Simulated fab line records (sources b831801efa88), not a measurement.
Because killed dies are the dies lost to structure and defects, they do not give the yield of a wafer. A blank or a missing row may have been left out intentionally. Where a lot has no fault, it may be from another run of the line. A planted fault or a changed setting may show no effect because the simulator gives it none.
8D (eight disciplines) problem report, filled in by code -- flow sky130 -- the parts of the form that need people (team, actions taken, sign-off) are left out

== 1. WHAT WENT WRONG ==
Wafers without a fault read 495.0 W, standard deviation 2.2; rf-fwd-power-W at SKY_FIELD_ISO_ETCH_14 reads a mean of 417.0 W on 2 wafers belonging to 2 lots. That is -35 standard deviations from the usual mean.
The step: etches BARC in N2/H2, stops on SiO2, time 45.9 s, target depth 60 nm.
The first sign was on wafer L542.2 at day 4 09:11, on rie-diel-01. At this step, 36 wafers from 12 lots have a number in the record. Rule for "out", or "out of limits": more than 4 standard deviations from the usual mean. The other wafers with a number count as sound.

== 2. WHAT IT IS; WHAT IT IS NOT ==
question,is,is not
which readings at this step,rf-fwd-power-W,"drypump-motor-current-A, oes-product-au, throttle-valve-pct"
which lots,"L542, L543","L533, L534, L536, L541, L546, L547, L548, L550, L551, L552"
which wafers of those lots,"L542.2, L543.2","L542.1, L542.3, L543.4, L543.6"
read on which tools,rie-diel-01,"rie-diel-02, rie-diel-03"
when,from day 4 09:11,"up to then (14 sound wafers); but 20 sound wafers of L543, L546, L547, L548, L550, L551, L552 came after"

== 3. WHAT RULES OUT EACH SUSPECT ==
Counting: any tool at a process step up to the reading remains a suspect provided it ran every lot that is out. Sound lots after the first of them don't rule it out here, since some wafers of a struck lot are sound.
- rie-diel-01 at SKY_FIELD_ISO_ETCH_14 (etches BARC in N2/H2, stops on SiO2, time 45.9 s, target depth 60 nm): kept. Every lot that is out went through it, the first being L542 (day 4 09:11); the last sound lot it ran before that was L536 (day 3 02:53). Out on those wafers are its own readings of rf-fwd-power-W.
- rie-diel-01, SKY_FIELD_ISO_ETCH_14: wafers that are out in chamber 1, sound lot-mates in chambers 0, 2.
After counting, what remains is rie-diel-01 at SKY_FIELD_ISO_ETCH_14.

== 4. THE CAUSE (what the simulator had put in) ==
rie-diel-01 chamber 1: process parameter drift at SKY_FIELD_ISO_ETCH_14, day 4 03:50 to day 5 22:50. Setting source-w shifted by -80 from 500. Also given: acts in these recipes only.
After counting, this tool was the only one left.

== 5. THE CHAIN OF EFFECTS, in route order ==
Each row: a reading where the mean over the struck wafers with a number is more than 3 standard deviations away from the usual. Scope: only readings with a usual standard deviation given in the record; hours: median across lots of the time from each lot's start at the first step in this table that gives one to its start at this step; sigmas: change in usual standard deviations.
hours,step,reading,usual,on struck wafers,change,sigmas
0,SKY_FIELD_ISO_ETCH_14,rf-fwd-power-W,495.0 W,417.0,-78.0,-35
Process steps it contains:
- SKY_FIELD_ISO_ETCH_14: etches BARC in N2/H2, stops on SiO2, time 45.9 s, target depth 60 nm.
At these later measuring or inspecting steps, every struck wafer for which the step has a row has a number for every such reading, and none has moved that far: SKY_LI_CONTACT_OVL_MEAS_13.

== 6. HOW IT WOULD HAVE BEEN CAUGHT EARLIER ==
The fault began at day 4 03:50; the first out-of-limits reading in this record came at day 4 09:11, 5 hours later.
